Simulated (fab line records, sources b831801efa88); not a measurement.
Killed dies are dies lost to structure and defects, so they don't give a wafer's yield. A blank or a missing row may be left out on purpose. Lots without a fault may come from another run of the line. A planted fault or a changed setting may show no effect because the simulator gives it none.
Chamber matching | flow sky130 | SKY_VIA2_ETCH_15 on rie_diel-02: 4 sister chambers
The step etches SiO2 in C4F8/O2/Ar, stops on TiN, target depth 546 nm, time 84 s. 8 wafers are shown with their chamber, then 8 later ones without.

WAFERS WITH THEIR CHAMBER
wafer  | chamber | bias_w (W) | oes_product_au (a.u.)
L081.3 | 2       | 1198       | 0.934
L081.4 | 3       | 1208       | 0.938
L086.3 | 0       | 1197       | 0.939
L086.6 | 0       | 1200       | 0.941
L089.1 | 1       | 1195       | 0.931
L089.5 | 3       | 1200       | 0.937
L089.6 | 2       | 1204       | 0.938
L088.3 | 1       | 1198       | 0.943

WAFERS WITHOUT THEIR CHAMBER
wafer  | bias_w (W) | oes_product_au (a.u.)
L088.5 | 1197       | 0.946
L088.6 | 1200       | 0.935
L091.2 | 1199       | 0.943
L091.4 | 1198       | 0.933
L091.6 | 1199       | 0.931
L094.1 | 1196       | 0.937
L094.2 | 1200       | 0.941
L094.4 | 1196       | 0.940

WHICH CHAMBER EACH WENT THROUGH
wafer  | from the rows above               | in truth
L088.5 | can't be placed: 0 or 1 or 2 or 3 | 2
L088.6 | can't be placed: 2 or 1 or 0 or 3 | 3
L091.2 | can't be placed: 0 or 1 or 2 or 3 | 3
L091.4 | can't be placed: 1 or 2 or 0 or 3 | 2
L091.6 | can't be placed: 2 or 1 or 3 or 0 | 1
L094.1 | can't be placed: 1 or 0 or 2 or 3 | 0
L094.2 | can't be placed: 0 or 2 or 1 or 3 | 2
L094.4 | can't be placed: 0 or 1 or 2 or 3 | 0
Placed correctly: 0 of 8. Can't be placed from these rows: 8 (the true chamber is among the candidates in 8). Placed wrongly: 0.
How it was worked out, from the rows above alone: a wafer's distance from a chamber is the root of the sum, over the readings, of the square of ((its reading less the chamber's mean) divided by the reading's scatter). The wafer belongs to the nearest chamber; if the next one is less than 2 further off, it can't be placed. A chamber's mean is the mean of its shown wafers. The scatter: the root of (the sum of the squares of (reading less its chamber's mean) over the shown wafers, divided by (wafers less chambers)).
